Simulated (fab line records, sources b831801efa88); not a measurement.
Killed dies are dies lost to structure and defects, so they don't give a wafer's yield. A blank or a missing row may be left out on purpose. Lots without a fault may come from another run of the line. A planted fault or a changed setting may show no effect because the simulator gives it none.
Chamber matching | flow gf180mcu | GF_HV_LDD_ETCHBACK_58 on rie_diel-02: 4 sister chambers
The step etches Si3N4 in CH3F/O2, stops on SiO2, time 100 s, target depth 90 nm. 4 wafers are shown with their chamber, then 6 later ones without.

WAFERS WITH THEIR CHAMBER
wafer  | chamber | bias_w (W)
L727.6 | 3       | 80.32
L735.4 | 2       | 79.99
L737.4 | 0       | 80.32
L737.6 | 1       | 80.03

WAFERS WITHOUT THEIR CHAMBER
wafer  | bias_w (W)
L738.2 | 80.15
L738.5 | 80.42
L738.6 | 80.16
L740.3 | 80.04
L740.4 | 80.34
L740.6 | 79.80

WHICH CHAMBER EACH WENT THROUGH
wafer  | from the rows above               | in truth
L738.2 | can't be placed: 1 or 2 or 0 or 3 | 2
L738.5 | can't be placed: 0 or 3           | 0
L738.6 | can't be placed: 1 or 0 or 3 or 2 | 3
L740.3 | can't be placed: 1 or 2           | 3
L740.4 | can't be placed: 0 or 3           | 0
L740.6 | can't be placed: 2 or 1           | 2
Placed correctly: 0 of 6. Can't be placed from these rows: 6 (the true chamber is among the candidates in 5). Placed wrongly: 0.
How it was worked out, from the rows above alone: a wafer's distance from a chamber is the root of the sum, over the readings, of the square of ((its reading less the chamber's mean) divided by the reading's scatter). The wafer belongs to the nearest chamber; if the next one is less than 2 further off, it can't be placed. A chamber's mean is the mean of its shown wafers. The scatter: with one shown wafer a chamber, the root of the mean of the squares of how far each hidden wafer lies from its nearest shown one.
